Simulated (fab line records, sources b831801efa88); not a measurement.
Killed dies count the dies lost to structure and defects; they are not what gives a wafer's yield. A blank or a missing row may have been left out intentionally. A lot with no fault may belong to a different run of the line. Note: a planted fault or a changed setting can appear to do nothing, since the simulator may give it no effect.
Struck lot and sound lot, side by side -- flow sky130 -- 15 steps out of a route of 708
Sound: wafers L205.1, L205.2, L205.4. Struck: wafers L201.1, L201.2, L201.5. The cause comes at the end.
At each step with rows: each side's tool, then ch and its chambers, then its first start. Under that, the readings that differ: sound wafers -- struck wafers -- difference of the means -- sigmas: that difference in standard deviations of wafers without a fault.
alike: a reading whose means differ by less than 2 such deviations, as well as words and numbers matching on both sides. not compared: withheld readings; readings where some wafer has no value; bounds like >300 that might hide an equal value; numbers whose values overlap and for which the record gives no deviation.
The two part at a step that has a row with sigmas, a row that says differs or no value, or rows on one side only. Numbers that have no deviation but don't overlap get no sigmas and don't part them. A reading missing from all wafers of one side parts the sides only when that side holds two or more wafers.

first, 2 steps without rows for these wafers: SKY_NWELL_IMPLANT_12; SKY_NWELL_IMPLANT_13.
SKY_NWELL_STRIP_14: strips in O2/N2.
  sound on plasma_asher-04 ch 0,1, day 8 17:54; struck on plasma_asher-03 ch 0,1, day 7 17:47
  alike: drypump_motor_current_A, oes_product_au, strip_time_to_endpoint_s
  not compared: rf_hours_counter_h
SKY_NWELL_TW_MEAS_15:
  struck on film_metro-03, day 7 17:53; sound on film_metro-03, day 8 18:00
  alike: NWELL_TW
then, 7 steps without rows for these wafers: SKY_NWELL_DEHYDRATE_16 (time 60 s); SKY_NWELL_HMDS_17 (prime time 60 s); SKY_NWELL_COAT_18 (resist thk 3000 nm); SKY_NWELL_SOFTBAKE_19; SKY_NWELL_EXPOSE_20 (exposes mask NWM COMPLEMENT, target cd 840 nm); SKY_NWELL_PEB_21; SKY_NWELL_DEVELOP_22 (develop time 60 s).
SKY_NWELL_OVL_MEAS_23:
  struck on overlay-02, day 8 13:01; sound on overlay-01, day 9 15:19
  alike: NWELL_01_OVL
SKY_NWELL_IMPLANT_24:
  sound on implanter-04 ch 0, day 9 15:21; struck on implanter-03 ch 0, day 8 13:03
reading,sound,struck,difference,sigmas
beam_energy_keV,139.95 140.02 140.00,142.18 142.18 142.19,+2.19,+56
model.implant.drp_nm (nm),95.47 95.47 95.47,96.04 96.04 96.04,+0.57,
SKY_NWELL_STRIP_25: strips in O2/N2.
  sound on plasma_asher-04 ch 0,1, day 9 15:30; struck on plasma_asher-03 ch 0,1, day 8 13:12
  alike: drypump_motor_current_A, oes_product_au, strip_time_to_endpoint_s
  not compared: rf_hours_counter_h
-- the record jumps here: 40 days lie between the struck wafers' starts before and after (it left off in module NWELL and takes up again in module PAD_OPEN, whose first step shown is number 708 of the route) --
SKY_PAD_OPEN_PROBE_99:
  struck on prober-01, day 49 00:47; sound on prober-01, day 49 17:49
  alike: killed_at_M0_to_M3, killed_at_M4_up, killed_at_contacts, killed_at_front_end, killed_at_other, killed_dies, killed_open, killed_short

## WHERE THEY PART
Within this record, at SKY_NWELL_IMPLANT_24 only. Later steps at which nothing parts them and some readings are alike: SKY_NWELL_STRIP_25, SKY_PAD_OPEN_PROBE_99.

WHY: whatever the simulator had introduced
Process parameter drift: implanter-03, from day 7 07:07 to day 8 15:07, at SKY_NWELL_IMPLANT_24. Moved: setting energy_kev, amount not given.
